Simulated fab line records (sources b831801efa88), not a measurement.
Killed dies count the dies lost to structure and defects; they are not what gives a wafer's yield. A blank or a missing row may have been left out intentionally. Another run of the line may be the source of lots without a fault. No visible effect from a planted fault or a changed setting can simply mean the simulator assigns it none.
What tool caused it? | flow sky130 | 7 lots, 21 wafers sampled, at 1 step of a route of 708

== WHAT EACH GAUGE READ, for each wafer ==
SKY_VIA1_THK_MEAS_01.
lot  | measured     | on            | VIA1_HDPCVD_THK (nm)
L928 | day 34 21:46 | film_metro-01 | 1040 1014 1012
L929 | day 35 06:46 | film_metro-03 | 1021 1021 1025
L932 | day 36 07:26 | film_metro-03 | 1030 1048 1027
L934 | day 36 22:40 | film_metro-01 | 1020 1030 1034
L936 | day 37 14:05 | film_metro-03 | 1021 1021 1030
L939 | day 38 17:31 | film_metro-02 | 1026 1020 1027
L943 | day 39 15:13 | film_metro-01 | 1027 1032 1044

== WHAT TOOL EACH LOT RAN ON (gives the tool, then ch and the chambers of the sampled wafers, and finally the start) ==
Record: no process step prior to these readings.

== THE ANSWER, worked out from the rows above alone ==
Rule: the usual values come from the lots themselves. Put in order of their means at a reading, lots are off if they are a third of the lots or fewer, leave a main group of 4 or more, and stand apart from it by a gap of 3 or more times the standard deviation of the main group's means; of several such gaps the widest counts. Not used: any main group whose means are identical at the precision the tables above print for the reading. A lot without any number at a reading at which 4 lots or more have one is off too. The other lots that the step has rows for count as sound.
Across all readings shown, no lot is off: no conclusion can be drawn from this.

== WHAT WAS PUT IN BY THE SIMULATOR ==
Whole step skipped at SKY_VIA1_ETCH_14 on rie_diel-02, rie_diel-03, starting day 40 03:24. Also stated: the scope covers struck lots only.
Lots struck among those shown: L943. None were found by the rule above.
